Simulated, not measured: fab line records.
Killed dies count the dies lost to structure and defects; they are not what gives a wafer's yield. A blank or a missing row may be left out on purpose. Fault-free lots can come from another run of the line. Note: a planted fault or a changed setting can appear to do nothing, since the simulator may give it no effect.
fab line records :: flow gf180mcu :: part 2 of 2: steps 24 to 32 of 32
record
  lots=5
  wafers=15
  last_day=33
route steps=602 shown NWELL@43 LVPWELL@54 MVSD@66
lots untouched by any fault: they come from a run of this same line in which no faults occurred
start_h: start of the lot's first displayed wafer, in hours after the record's first day :: wait_h: hours from the lot's prior step to this one :: " repeats the value in the row above :: L1.1+2: one row covering several wafers at once :: - no value present, or no start provided :: * or withheld: withheld :: < > ~ a bound
route shown NAME@n: NAME is a module with steps in the file, n the number in the route of the first one :: usual: average and standard deviation across the fault-free wafers :: same: alike in all rows :: chamber/n: place in a boat :: sites: each site's reading :: _std_site: how widely they spread, as a standard deviation :: _edge_site: inner sites' mean taken away from outer sites' mean :: radius_mm: how far each site lies from the wafer's centre :: mask NAME#n: copy n :: behind: the last tool/chamber to shape the wafer :: hold: what put the lot on hold/how long, in hours/how the hold closed :: device: transistor that didn't switch, given as n, p or np :: end of line: the same wafers' tests at the end of the route :: for a step that has no rows: nothing shown but its recipe :: killed: dies that structure and defects cost at the first sort, which is not the same as the wafer's yield :: map: the dies of a wafer, with x for killed, . for not killed, _ for no die there
set.NAME: the setting as run; set.NAME@STEP: as run at that earlier step :: model.NAME: the simulator's own value behind a step, which no gauge read
certain route steps with their lots: each step a table, each wafer a row
services: the hour from which a tool's chamber was out of use, counted from the record's first day as start_h (under 0 if before that day), plus the number of hours and why
## steps
# step GF_MVSD_DEHYDRATE_00
# recipe
  temp_c=200
  time_s=60
# usual
  heater_power_total_W=160.38/0.13
  resist_line_temp_C=23.00/0.1
lot.wafer: L082.1
tool: litho_track-01
chamber: 0
start_h: 119.50
wait_h: 6.7
heater_power_total_W: 160.36
resist_line_temp_C: 22.92

lot.wafer: L082.4
tool: litho_track-01
chamber: 0
start_h: 119.50
wait_h: 6.7
heater_power_total_W: 160.31
resist_line_temp_C: 22.87

lot.wafer: L082.6
tool: litho_track-01
chamber: 0
start_h: 119.50
wait_h: 6.7
heater_power_total_W: 160.54
resist_line_temp_C: 23.00

lot.wafer: L083.4
tool: litho_track-01
chamber: 0
start_h: 128.27
wait_h: 6.9
heater_power_total_W: 160.28
resist_line_temp_C: 22.99

lot.wafer: L083.5
tool: litho_track-01
chamber: 0
start_h: 128.27
wait_h: 6.9
heater_power_total_W: 160.71
resist_line_temp_C: 23.02

lot.wafer: L083.6
tool: litho_track-01
chamber: 0
start_h: 128.27
wait_h: 6.9
heater_power_total_W: 160.50
resist_line_temp_C: 23.06

lot.wafer: L087.1
tool: litho_track-03
chamber: 0
start_h: 149.38
wait_h: 7.3
heater_power_total_W: 160.26
resist_line_temp_C: 22.94

lot.wafer: L087.3
tool: litho_track-03
chamber: 0
start_h: 149.38
wait_h: 7.3
heater_power_total_W: 160.31
resist_line_temp_C: 23.12

lot.wafer: L087.5
tool: litho_track-03
chamber: 0
start_h: 149.38
wait_h: 7.3
heater_power_total_W: 160.31
resist_line_temp_C: 22.98

lot.wafer: L091.1
tool: litho_track-03
chamber: 0
start_h: 171.03
wait_h: 6.9
heater_power_total_W: 160.36
resist_line_temp_C: 23.11

lot.wafer: L091.5
tool: litho_track-03
chamber: 0
start_h: 171.03
wait_h: 6.9
heater_power_total_W: 160.55
resist_line_temp_C: 22.97

lot.wafer: L091.6
tool: litho_track-03
chamber: 0
start_h: 171.03
wait_h: 6.9
heater_power_total_W: 160.23
resist_line_temp_C: 22.80

lot.wafer: L092.1
tool: litho_track-02
chamber: 0
start_h: 178.55
wait_h: 7.4
heater_power_total_W: 160.38
resist_line_temp_C: 23.07

lot.wafer: L092.4
tool: litho_track-02
chamber: 0
start_h: 178.55
wait_h: 7.4
heater_power_total_W: 160.25
resist_line_temp_C: 23.01

lot.wafer: L092.5
tool: litho_track-02
chamber: 0
start_h: 178.55
wait_h: 7.4
heater_power_total_W: 160.39
resist_line_temp_C: 23.11
# step GF_MVSD_HMDS_01
# recipe
  prime_time_s=60
  prime_temp_c=120
# usual
  resist_line_temp_C=22.99/0.11
lot.wafer: L082.1
tool: litho_track-01
chamber: 0
start_h: 119.65
wait_h: 0.1
resist_line_temp_C: 22.90

lot.wafer: L082.4
tool: litho_track-01
chamber: 0
start_h: 119.65
wait_h: 0.1
resist_line_temp_C: 23.07

lot.wafer: L082.6
tool: litho_track-01
chamber: 0
start_h: 119.65
wait_h: 0.1
resist_line_temp_C: 22.99

lot.wafer: L083.4
tool: litho_track-01
chamber: 0
start_h: 128.42
wait_h: 0.1
resist_line_temp_C: 22.96

lot.wafer: L083.5
tool: litho_track-01
chamber: 0
start_h: 128.42
wait_h: 0.1
resist_line_temp_C: 23.01

lot.wafer: L083.6
tool: litho_track-01
chamber: 0
start_h: 128.42
wait_h: 0.1
resist_line_temp_C: 23.08

lot.wafer: L087.1
tool: litho_track-03
chamber: 0
start_h: 149.53
wait_h: 0.1
resist_line_temp_C: 23.12

lot.wafer: L087.3
tool: litho_track-03
chamber: 0
start_h: 149.53
wait_h: 0.1
resist_line_temp_C: 23.03

lot.wafer: L087.5
tool: litho_track-03
chamber: 0
start_h: 149.53
wait_h: 0.1
resist_line_temp_C: 22.95

lot.wafer: L091.1
tool: litho_track-03
chamber: 0
start_h: 171.18
wait_h: 0.1
resist_line_temp_C: 23.28

lot.wafer: L091.5
tool: litho_track-03
chamber: 0
start_h: 171.18
wait_h: 0.1
resist_line_temp_C: 23.05

lot.wafer: L091.6
tool: litho_track-03
chamber: 0
start_h: 171.18
wait_h: 0.1
resist_line_temp_C: 23.07

lot.wafer: L092.1
tool: litho_track-02
chamber: 0
start_h: 178.70
wait_h: 0.1
resist_line_temp_C: 22.97

lot.wafer: L092.4
tool: litho_track-02
chamber: 0
start_h: 178.70
wait_h: 0.1
resist_line_temp_C: 23.00

lot.wafer: L092.5
tool: litho_track-02
chamber: 0
start_h: 178.70
wait_h: 0.1
resist_line_temp_C: 22.95
# step GF_MVSD_COAT_02
# recipe
  spin_rpm=2000
  resist_thk_nm=3000
# usual
  resist_line_temp_C=23.01/0.11
  spin_speed_rpm=1999.9/1.5
lot.wafer: L082.1
tool: litho_track-01
chamber: 0
start_h: 119.80
wait_h: 0.1
resist_line_temp_C: 23.14
spin_speed_rpm: 2000.1

lot.wafer: L082.4
tool: litho_track-01
chamber: 0
start_h: 119.80
wait_h: 0.1
resist_line_temp_C: 22.88
spin_speed_rpm: 2001.1

lot.wafer: L082.6
tool: litho_track-01
chamber: 0
start_h: 119.80
wait_h: 0.1
resist_line_temp_C: 22.82
spin_speed_rpm: 2000.9

lot.wafer: L083.4
tool: litho_track-01
chamber: 0
start_h: 128.57
wait_h: 0.1
resist_line_temp_C: 22.85
spin_speed_rpm: 1998.6

lot.wafer: L083.5
tool: litho_track-01
chamber: 0
start_h: 128.57
wait_h: 0.1
resist_line_temp_C: 22.92
spin_speed_rpm: 2001.2

lot.wafer: L083.6
tool: litho_track-01
chamber: 0
start_h: 128.57
wait_h: 0.1
resist_line_temp_C: 22.96
spin_speed_rpm: 1999.0

lot.wafer: L087.1
tool: litho_track-03
chamber: 0
start_h: 149.68
wait_h: 0.1
resist_line_temp_C: 22.76
spin_speed_rpm: 1999.3

lot.wafer: L087.3
tool: litho_track-03
chamber: 0
start_h: 149.68
wait_h: 0.1
resist_line_temp_C: 22.74
spin_speed_rpm: 2002.7

lot.wafer: L087.5
tool: litho_track-03
chamber: 0
start_h: 149.68
wait_h: 0.1
resist_line_temp_C: 22.80
spin_speed_rpm: 2002.5

lot.wafer: L091.1
tool: litho_track-03
chamber: 0
start_h: 171.33
wait_h: 0.1
resist_line_temp_C: 23.02
spin_speed_rpm: 2001.6

lot.wafer: L091.5
tool: litho_track-03
chamber: 0
start_h: 171.33
wait_h: 0.1
resist_line_temp_C: 23.19
spin_speed_rpm: 1999.8

lot.wafer: L091.6
tool: litho_track-03
chamber: 0
start_h: 171.33
wait_h: 0.1
resist_line_temp_C: 23.30
spin_speed_rpm: 1999.8

lot.wafer: L092.1
tool: litho_track-02
chamber: 0
start_h: 178.85
wait_h: 0.1
resist_line_temp_C: 23.12
spin_speed_rpm: 2000.2

lot.wafer: L092.4
tool: litho_track-02
chamber: 0
start_h: 178.85
wait_h: 0.1
resist_line_temp_C: 22.95
spin_speed_rpm: 1998.6

lot.wafer: L092.5
tool: litho_track-02
chamber: 0
start_h: 178.85
wait_h: 0.1
resist_line_temp_C: 22.94
spin_speed_rpm: 2000.5
# step GF_MVSD_SOFTBAKE_03
# recipe
  temp_c=110
  time_s=withheld
# usual
  heater_power_total_W=65.31/0.14
  resist_line_temp_C=23.01/0.096
lot.wafer: L082.1
tool: litho_track-01
chamber: 0
start_h: 119.95
wait_h: 0.1
heater_power_total_W: 65.20
resist_line_temp_C: 22.90

lot.wafer: L082.4
tool: litho_track-01
chamber: 0
start_h: 119.95
wait_h: 0.1
heater_power_total_W: 65.19
resist_line_temp_C: 22.99

lot.wafer: L082.6
tool: litho_track-01
chamber: 0
start_h: 119.95
wait_h: 0.1
heater_power_total_W: 65.26
resist_line_temp_C: 22.90

lot.wafer: L083.4
tool: litho_track-01
chamber: 0
start_h: 128.75
wait_h: 0.1
heater_power_total_W: 65.49
resist_line_temp_C: 22.94

lot.wafer: L083.5
tool: litho_track-01
chamber: 0
start_h: 128.75
wait_h: 0.1
heater_power_total_W: 65.48
resist_line_temp_C: 22.97

lot.wafer: L083.6
tool: litho_track-01
chamber: 0
start_h: 128.75
wait_h: 0.1
heater_power_total_W: 65.20
resist_line_temp_C: 23.18

lot.wafer: L087.1
tool: litho_track-03
chamber: 0
start_h: 149.83
wait_h: 0.1
heater_power_total_W: 65.15
resist_line_temp_C: 23.02

lot.wafer: L087.3
tool: litho_track-03
chamber: 0
start_h: 149.83
wait_h: 0.1
heater_power_total_W: 65.35
resist_line_temp_C: 23.13

lot.wafer: L087.5
tool: litho_track-03
chamber: 0
start_h: 149.83
wait_h: 0.1
heater_power_total_W: 65.19
resist_line_temp_C: 23.04

lot.wafer: L091.1
tool: litho_track-03
chamber: 0
start_h: 171.48
wait_h: 0.1
heater_power_total_W: 65.26
resist_line_temp_C: 22.98

lot.wafer: L091.5
tool: litho_track-03
chamber: 0
start_h: 171.48
wait_h: 0.1
heater_power_total_W: 65.46
resist_line_temp_C: 22.93

lot.wafer: L091.6
tool: litho_track-03
chamber: 0
start_h: 171.48
wait_h: 0.1
heater_power_total_W: 65.17
resist_line_temp_C: 23.05

lot.wafer: L092.1
tool: litho_track-02
chamber: 0
start_h: 179.00
wait_h: 0.1
heater_power_total_W: 65.17
resist_line_temp_C: 22.95

lot.wafer: L092.4
tool: litho_track-02
chamber: 0
start_h: 179.00
wait_h: 0.1
heater_power_total_W: 65.35
resist_line_temp_C: 22.99

lot.wafer: L092.5
tool: litho_track-02
chamber: 0
start_h: 179.00
wait_h: 0.1
heater_power_total_W: 65.36
resist_line_temp_C: 22.97
# step GF_MVSD_EXPOSE_04
# recipe
  mask_id=MVSD
  target_cd_nm=1000
  na=0.6
  source_shape=conventional
  sigma_outer=0.6
  dose_mj=260
# usual
  stage_vel_mm_s=499.98/0.23
lot.wafer: L082.1
tool: iline_stepper-01
chamber: 0
start_h: -
wait_h: -
mask: MVSD#0
stage_vel_mm_s: 499.65

lot.wafer: L082.4
tool: iline_stepper-01
chamber: 0
start_h: -
wait_h: -
mask: MVSD#0
stage_vel_mm_s: 499.86

lot.wafer: L082.6
tool: iline_stepper-01
chamber: 0
start_h: -
wait_h: -
mask: MVSD#0
stage_vel_mm_s: 500.33

lot.wafer: L083.4
tool: iline_stepper-02
chamber: 0
start_h: -
wait_h: -
mask: MVSD#0
stage_vel_mm_s: 499.91

lot.wafer: L083.5
tool: iline_stepper-02
chamber: 0
start_h: -
wait_h: -
mask: MVSD#0
stage_vel_mm_s: 500.06

lot.wafer: L083.6
tool: iline_stepper-02
chamber: 0
start_h: -
wait_h: -
mask: MVSD#0
stage_vel_mm_s: 500.12

lot.wafer: L087.1
tool: iline_stepper-01
chamber: 0
start_h: -
wait_h: -
mask: MVSD#0
stage_vel_mm_s: 499.66

lot.wafer: L087.3
tool: iline_stepper-01
chamber: 0
start_h: -
wait_h: -
mask: MVSD#0
stage_vel_mm_s: 499.82

lot.wafer: L087.5
tool: iline_stepper-01
chamber: 0
start_h: -
wait_h: -
mask: MVSD#0
stage_vel_mm_s: 499.71

lot.wafer: L091.1
tool: iline_stepper-02
chamber: 0
start_h: -
wait_h: -
mask: MVSD#0
stage_vel_mm_s: 499.85

lot.wafer: L091.5
tool: iline_stepper-02
chamber: 0
start_h: -
wait_h: -
mask: MVSD#0
stage_vel_mm_s: 499.93

lot.wafer: L091.6
tool: iline_stepper-02
chamber: 0
start_h: -
wait_h: -
mask: MVSD#0
stage_vel_mm_s: 499.73

lot.wafer: L092.1
tool: iline_stepper-02
chamber: 0
start_h: -
wait_h: -
mask: MVSD#0
stage_vel_mm_s: 499.92

lot.wafer: L092.4
tool: iline_stepper-02
chamber: 0
start_h: -
wait_h: -
mask: MVSD#0
stage_vel_mm_s: 499.84

lot.wafer: L092.5
tool: iline_stepper-02
chamber: 0
start_h: -
wait_h: -
mask: MVSD#0
stage_vel_mm_s: 499.94
# step GF_MVSD_PEB_05
# recipe
  temp_c=115
  time_s=withheld
# usual
  heater_power_total_W=69.33/0.12
  resist_line_temp_C=22.99/0.088
lot.wafer: L082.1
tool: litho_track-03
chamber: 0
start_h: -
wait_h: -
heater_power_total_W: 69.17
resist_line_temp_C: 22.94

lot.wafer: L082.4
tool: litho_track-03
chamber: 0
start_h: -
wait_h: -
heater_power_total_W: 69.15
resist_line_temp_C: 23.09

lot.wafer: L082.6
tool: litho_track-03
chamber: 0
start_h: -
wait_h: -
heater_power_total_W: 69.50
resist_line_temp_C: 23.12

lot.wafer: L083.4
tool: litho_track-01
chamber: 0
start_h: -
wait_h: -
heater_power_total_W: 69.55
resist_line_temp_C: 22.97

lot.wafer: L083.5
tool: litho_track-01
chamber: 0
start_h: -
wait_h: -
heater_power_total_W: 69.48
resist_line_temp_C: 23.04

lot.wafer: L083.6
tool: litho_track-01
chamber: 0
start_h: -
wait_h: -
heater_power_total_W: 69.30
resist_line_temp_C: 22.92

lot.wafer: L087.1
tool: litho_track-02
chamber: 0
start_h: -
wait_h: -
heater_power_total_W: 69.43
resist_line_temp_C: 22.84

lot.wafer: L087.3
tool: litho_track-02
chamber: 0
start_h: -
wait_h: -
heater_power_total_W: 69.20
resist_line_temp_C: 22.99

lot.wafer: L087.5
tool: litho_track-02
chamber: 0
start_h: -
wait_h: -
heater_power_total_W: 69.23
resist_line_temp_C: 22.91

lot.wafer: L091.1
tool: litho_track-03
chamber: 0
start_h: -
wait_h: -
heater_power_total_W: 69.28
resist_line_temp_C: 23.05

lot.wafer: L091.5
tool: litho_track-03
chamber: 0
start_h: -
wait_h: -
heater_power_total_W: 69.22
resist_line_temp_C: 23.08

lot.wafer: L091.6
tool: litho_track-03
chamber: 0
start_h: -
wait_h: -
heater_power_total_W: 69.17
resist_line_temp_C: 23.00

lot.wafer: L092.1
tool: litho_track-01
chamber: 0
start_h: -
wait_h: -
heater_power_total_W: 69.34
resist_line_temp_C: 22.96

lot.wafer: L092.4
tool: litho_track-01
chamber: 0
start_h: -
wait_h: -
heater_power_total_W: 69.29
resist_line_temp_C: 22.83

lot.wafer: L092.5
tool: litho_track-01
chamber: 0
start_h: -
wait_h: -
heater_power_total_W: 69.23
resist_line_temp_C: 22.94
# step GF_MVSD_DEVELOP_06
# recipe
  wall_angle_deg=90
  develop_time_s=60
  dev_temp_c=23
# usual
  developer_temp_C=23.00/0.11
  resist_line_temp_C=22.97/0.1
lot.wafer: L082.1
tool: litho_track-03
chamber: 0
start_h: -
wait_h: -
developer_temp_C: 23.13
resist_line_temp_C: 23.03

lot.wafer: L082.4
tool: litho_track-03
chamber: 0
start_h: -
wait_h: -
developer_temp_C: 23.03
resist_line_temp_C: 23.05

lot.wafer: L082.6
tool: litho_track-03
chamber: 0
start_h: -
wait_h: -
developer_temp_C: 23.05
resist_line_temp_C: 23.01

lot.wafer: L083.4
tool: litho_track-01
chamber: 0
start_h: -
wait_h: -
developer_temp_C: 23.07
resist_line_temp_C: 22.95

lot.wafer: L083.5
tool: litho_track-01
chamber: 0
start_h: -
wait_h: -
developer_temp_C: 22.95
resist_line_temp_C: 23.06

lot.wafer: L083.6
tool: litho_track-01
chamber: 0
start_h: -
wait_h: -
developer_temp_C: 23.23
resist_line_temp_C: 22.94

lot.wafer: L087.1
tool: litho_track-02
chamber: 0
start_h: -
wait_h: -
developer_temp_C: 23.09
resist_line_temp_C: 23.00

lot.wafer: L087.3
tool: litho_track-02
chamber: 0
start_h: -
wait_h: -
developer_temp_C: 23.03
resist_line_temp_C: 22.96

lot.wafer: L087.5
tool: litho_track-02
chamber: 0
start_h: -
wait_h: -
developer_temp_C: 23.22
resist_line_temp_C: 23.13

lot.wafer: L091.1
tool: litho_track-03
chamber: 0
start_h: -
wait_h: -
developer_temp_C: 23.03
resist_line_temp_C: 23.07

lot.wafer: L091.5
tool: litho_track-03
chamber: 0
start_h: -
wait_h: -
developer_temp_C: 22.96
resist_line_temp_C: 22.85

lot.wafer: L091.6
tool: litho_track-03
chamber: 0
start_h: -
wait_h: -
developer_temp_C: 23.00
resist_line_temp_C: 23.06

lot.wafer: L092.1
tool: litho_track-01
chamber: 0
start_h: -
wait_h: -
developer_temp_C: 23.02
resist_line_temp_C: 22.92

lot.wafer: L092.4
tool: litho_track-01
chamber: 0
start_h: -
wait_h: -
developer_temp_C: 22.90
resist_line_temp_C: 22.96

lot.wafer: L092.5
tool: litho_track-01
chamber: 0
start_h: -
wait_h: -
developer_temp_C: 23.05
resist_line_temp_C: 23.06
# step GF_MVSD_OVL_MEAS_07
# usual
  MVSD_OVL=0.0/1.3
lot.wafer: L082.1
tool: overlay-01
chamber: -
start_h: 127.33
wait_h: -
MVSD_OVL[nm]: -0.6

lot.wafer: L082.4
tool: overlay-01
chamber: -
start_h: 127.33
wait_h: -
MVSD_OVL[nm]: 1.9

lot.wafer: L082.6
tool: overlay-01
chamber: -
start_h: 127.33
wait_h: -
MVSD_OVL[nm]: 0.6

lot.wafer: L083.4
tool: overlay-01
chamber: -
start_h: 136.41
wait_h: -
MVSD_OVL[nm]: -0.8

lot.wafer: L083.5
tool: overlay-01
chamber: -
start_h: 136.41
wait_h: -
MVSD_OVL[nm]: 0.3

lot.wafer: L083.6
tool: overlay-01
chamber: -
start_h: 136.41
wait_h: -
MVSD_OVL[nm]: -0.1

lot.wafer: L087.1
tool: overlay-02
chamber: -
start_h: 157.95
wait_h: -
MVSD_OVL[nm]: -0.8

lot.wafer: L087.3
tool: overlay-02
chamber: -
start_h: 157.95
wait_h: -
MVSD_OVL[nm]: 0.7

lot.wafer: L087.5
tool: overlay-02
chamber: -
start_h: 157.95
wait_h: -
MVSD_OVL[nm]: 0.1

lot.wafer: L091.1
tool: overlay-02
chamber: -
start_h: 179.93
wait_h: -
MVSD_OVL[nm]: -2.3

lot.wafer: L091.5
tool: overlay-02
chamber: -
start_h: 179.93
wait_h: -
MVSD_OVL[nm]: 0.6

lot.wafer: L091.6
tool: overlay-02
chamber: -
start_h: 179.93
wait_h: -
MVSD_OVL[nm]: -0.4

lot.wafer: L092.1
tool: overlay-01
chamber: -
start_h: 187.45
wait_h: -
MVSD_OVL[nm]: 2.6

lot.wafer: L092.4
tool: overlay-01
chamber: -
start_h: 187.45
wait_h: -
MVSD_OVL[nm]: 1.1

lot.wafer: L092.5
tool: overlay-01
chamber: -
start_h: 187.45
wait_h: -
MVSD_OVL[nm]: 2.6
# step GF_MVSD_IMPLANT_08
# recipe
  species=P
  energy_kev=400
  dose_cm2=1.6e+13
  tilt_deg=0
# usual
  beam_on_s=10.00/0.21
lot.wafer: L082.1
tool: implanter-03
chamber: 0
start_h: 127.37
wait_h: 0.0
beam_on_s: 9.89

lot.wafer: L082.4
tool: implanter-03
chamber: 0
start_h: 127.37
wait_h: 0.0
beam_on_s: 9.87

lot.wafer: L082.6
tool: implanter-03
chamber: 0
start_h: 127.37
wait_h: 0.0
beam_on_s: 9.82

lot.wafer: L083.4
tool: implanter-01
chamber: 0
start_h: 136.51
wait_h: 0.1
beam_on_s: 9.67

lot.wafer: L083.5
tool: implanter-01
chamber: 0
start_h: 136.51
wait_h: 0.1
beam_on_s: 9.91

lot.wafer: L083.6
tool: implanter-01
chamber: 0
start_h: 136.51
wait_h: 0.1
beam_on_s: 9.89

lot.wafer: L087.1
tool: implanter-03
chamber: 0
start_h: 157.99
wait_h: 0.0
beam_on_s: 10.06

lot.wafer: L087.3
tool: implanter-03
chamber: 0
start_h: 157.99
wait_h: 0.0
beam_on_s: 9.95

lot.wafer: L087.5
tool: implanter-03
chamber: 0
start_h: 157.99
wait_h: 0.0
beam_on_s: 10.25

lot.wafer: L091.1
tool: implanter-04
chamber: 0
start_h: 179.96
wait_h: 0.0
beam_on_s: 9.73

lot.wafer: L091.5
tool: implanter-04
chamber: 0
start_h: 179.96
wait_h: 0.0
beam_on_s: 10.28

lot.wafer: L091.6
tool: implanter-04
chamber: 0
start_h: 179.96
wait_h: 0.0
beam_on_s: 9.92

lot.wafer: L092.1
tool: implanter-03
chamber: 0
start_h: 187.48
wait_h: 0.0
beam_on_s: 10.11

lot.wafer: L092.4
tool: implanter-03
chamber: 0
start_h: 187.48
wait_h: 0.0
beam_on_s: 10.39

lot.wafer: L092.5
tool: implanter-03
chamber: 0
start_h: 187.48
wait_h: 0.0
beam_on_s: 10.22
## services
tool: implanter-03
chamber: -
start_h: 76.14
hours: 3.1
kind: repair

tool: plasma_asher-04
chamber: -
start_h: 77.66
hours: 1.0
kind: repair

tool: implanter-02
chamber: -
start_h: 84.50
hours: 6.5
kind: pm

tool: implanter-04
chamber: -
start_h: 84.50
hours: 23.2
kind: pm

tool: iline_stepper-02
chamber: -
start_h: 91.36
hours: 1.6
kind: repair

tool: implanter-01
chamber: -
start_h: 97.74
hours: 25.5
kind: pm

tool: plasma_asher-02
chamber: -
start_h: 100.66
hours: 5.6
kind: repair

tool: plasma_asher-02
chamber: -
start_h: 108.75
hours: 9.0
kind: pm

tool: iline_stepper-02
chamber: -
start_h: 122.51
hours: 2.0
kind: repair

tool: implanter-01
chamber: -
start_h: 128.80
hours: 2.4
kind: repair

tool: plasma_asher-04
chamber: -
start_h: 130.53
hours: 3.0
kind: repair

tool: plasma_asher-04
chamber: -
start_h: 133.49
hours: 2.8
kind: pm

tool: iline_stepper-02
chamber: 0
start_h: 134.43
hours: -
kind: calibration

tool: implanter-04
chamber: -
start_h: 139.99
hours: 4.3
kind: pm

tool: litho_track-03
chamber: -
start_h: 145.79
hours: -
kind: consumable_replace:filter

tool: implanter-04
chamber: -
start_h: 149.72
hours: 5.5
kind: repair

tool: plasma_asher-04
chamber: -
start_h: 150.49
hours: 0.6
kind: repair

tool: implanter-01
chamber: -
start_h: 153.27
hours: 2.4
kind: pm

tool: plasma_asher-04
chamber: -
start_h: 153.99
hours: 1.4
kind: repair

tool: iline_stepper-01
chamber: 0
start_h: 155.73
hours: -
kind: calibration

tool: plasma_asher-04
chamber: -
start_h: 158.84
hours: 4.2
kind: repair

tool: iline_stepper-02
chamber: -
start_h: 159.74
hours: 1.7
kind: pm

tool: implanter-02
chamber: -
start_h: 178.09
hours: 2.5
kind: pm

tool: plasma_asher-01
chamber: -
start_h: 178.81
hours: 2.8
kind: pm
